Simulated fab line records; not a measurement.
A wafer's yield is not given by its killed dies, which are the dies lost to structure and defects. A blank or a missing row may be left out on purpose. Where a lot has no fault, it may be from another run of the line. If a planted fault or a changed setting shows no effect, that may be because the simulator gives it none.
Comparing a struck lot with a sound one    flow sky130    27 steps out of a route of 708
Sound: the wafers L169.1, L169.5, L169.6. The struck wafers were L163.1, L163.3, L163.5. The cause is named last.
Order at every step that has rows: each side's tool, ch and its chambers, its first start. Under that, the readings that differ: sound wafers    struck wafers    difference of the means    sigmas: that difference in standard deviations of wafers without a fault.
alike: readings with means less than 2 such deviations apart, plus words and numbers identical on both sides. not compared: withheld readings, readings lacking a value on some wafer, bounds such as >300 that could conceal the same value, and numbers that have no deviation in the record and whose values overlap.
The two part at a step that has a row with sigmas, a row that says differs or no value, or rows on one side only. Numbers that have no deviation but don't overlap get no sigmas and don't part them. A reading that every wafer of one side lacks parts them only if that side has two wafers or more.

SKY_VT_ADJUST_LVTN_STRIP_20: strips in O2/N2.
  sound on plasmaAsher-03 ch 0,1, day 12 04:01; struck on plasmaAsher-04 ch 0,1, day 10 12:58
  alike: chamberPressureMTorr, drypumpMotorCurrentA, oesProductAu, stripTimeToEndpointS
  not compared: rfHoursCounterH
SKY_VT_ADJUST_LVTN_TW_MEAS_21:
  sound on filmMetro-03, day 12 04:07; struck on filmMetro-03, day 10 13:04
  alike: VT_ADJUST_LVTN_2_TW
then, 7 steps without rows for these wafers: SKY_VT_ADJUST_NCORE_DEHYDRATE_00 (time 60 s); SKY_VT_ADJUST_NCORE_HMDS_01 (prime time 60 s); SKY_VT_ADJUST_NCORE_COAT_02 (resist thk 1140 nm); SKY_VT_ADJUST_NCORE_SOFTBAKE_03 (time 60 s); SKY_VT_ADJUST_NCORE_EXPOSE_04 (exposes mask LVTN COMPLEMENT THIN, target cd 380 nm); SKY_VT_ADJUST_NCORE_PEB_05; SKY_VT_ADJUST_NCORE_DEVELOP_06 (develop time 60 s).
SKY_VT_ADJUST_NCORE_CD_MEAS_07: the cd target is 380 nm.
  sound on cdSem-02, day 13 05:23; struck on cdSem-01, day 11 11:38
reading    sound              struck             difference  sigmas
cdNm (nm)  375.6 375.0 376.3  380.5 383.0 380.1  +5.6        +2
SKY_VT_ADJUST_NCORE_OVL_MEAS_08:
  sound on overlay-01, day 13 05:30; struck on overlay-01, day 11 11:45
  alike: VT_ADJUST_NCORE_OVL
after that, 1 step had no rows for these wafers: SKY_VT_ADJUST_NCORE_IMPLANT_09.
SKY_VT_ADJUST_NCORE_STRIP_10: strips in O2/N2.
  sound on plasmaAsher-02 ch 0,1, day 13 05:41; struck on plasmaAsher-02 ch 0,1, day 11 11:56
  no value came back on the struck wafers for chamberPressureMTorr (mTorr), drypumpMotorCurrentA (A), oesProductAu (a.u.), stripTimeToEndpointS (s); on the sound wafers chamberPressureMTorr (mTorr) reads 1501.7 1498.2 1499.9
reading                                              sound  struck          difference  sigmas
model.NOVOLAK_of_VT_ADJUST_NCORE_COAT_02.thkNm (nm)  0 0 0  1143 1137 1137  +1139       
  not compared: rfHoursCounterH
SKY_VT_ADJUST_NCORE_TW_MEAS_11:
  sound on filmMetro-01, day 13 05:47; struck on filmMetro-01, day 11 12:02
  alike: VT_ADJUST_NCORE_TW
then, 7 steps without rows for these wafers: SKY_VT_ADJUST_HVTR_DEHYDRATE_00 (time 60 s); SKY_VT_ADJUST_HVTR_HMDS_01 (prime time 60 s); SKY_VT_ADJUST_HVTR_COAT_02 (resist thk 1140 nm); SKY_VT_ADJUST_HVTR_SOFTBAKE_03 (time 60 s); SKY_VT_ADJUST_HVTR_EXPOSE_04 (exposes mask HVTRM, target cd 380 nm); SKY_VT_ADJUST_HVTR_PEB_05; SKY_VT_ADJUST_HVTR_DEVELOP_06 (develop time 60 s).
SKY_VT_ADJUST_HVTR_CD_MEAS_07: the cd target is 380 nm.
  sound on cdSem-02, day 14 07:05; struck on cdSem-02, day 12 11:26
  alike: cdNm
SKY_VT_ADJUST_HVTR_OVL_MEAS_08:
  sound on overlay-01, day 14 07:12; struck on overlay-01, day 12 11:33
  alike: VT_ADJUST_HVTR_OVL
after that, 1 step had no rows for these wafers: SKY_VT_ADJUST_HVTR_IMPLANT_09.
SKY_VT_ADJUST_HVTR_STRIP_10: strips in O2/N2.
  sound on plasmaAsher-02 ch 0,1, day 14 07:32; struck on plasmaAsher-02 ch 0,1, day 12 11:44
reading                   sound              struck             difference  sigmas
stripTimeToEndpointS (s)  14.12 14.14 14.15  31.34 31.27 31.28  +17.16      +99 or more
  alike: chamberPressureMTorr, drypumpMotorCurrentA, oesProductAu
  not compared: rfHoursCounterH
SKY_VT_ADJUST_HVTR_TW_MEAS_11:
  sound on filmMetro-01, day 14 07:38; struck on filmMetro-04, day 12 12:04
reading            sound              struck          difference  sigmas
VT_ADJUST_HVTR_TW  212.6 211.6 212.9  30.2 30.3 30.0  -182.2      -99 or more
  not compared: hold
SKY_PAD_OPEN_PROBE_99:
  the record has rows for the sound wafers here (prober-01, day 50 04:45) and none for the struck ones

WHERE THEY PART
Last at SKY_PAD_OPEN_PROBE_99 as far as this record goes, first at SKY_VT_ADJUST_NCORE_CD_MEAS_07.

WHY: what the simulator had put in
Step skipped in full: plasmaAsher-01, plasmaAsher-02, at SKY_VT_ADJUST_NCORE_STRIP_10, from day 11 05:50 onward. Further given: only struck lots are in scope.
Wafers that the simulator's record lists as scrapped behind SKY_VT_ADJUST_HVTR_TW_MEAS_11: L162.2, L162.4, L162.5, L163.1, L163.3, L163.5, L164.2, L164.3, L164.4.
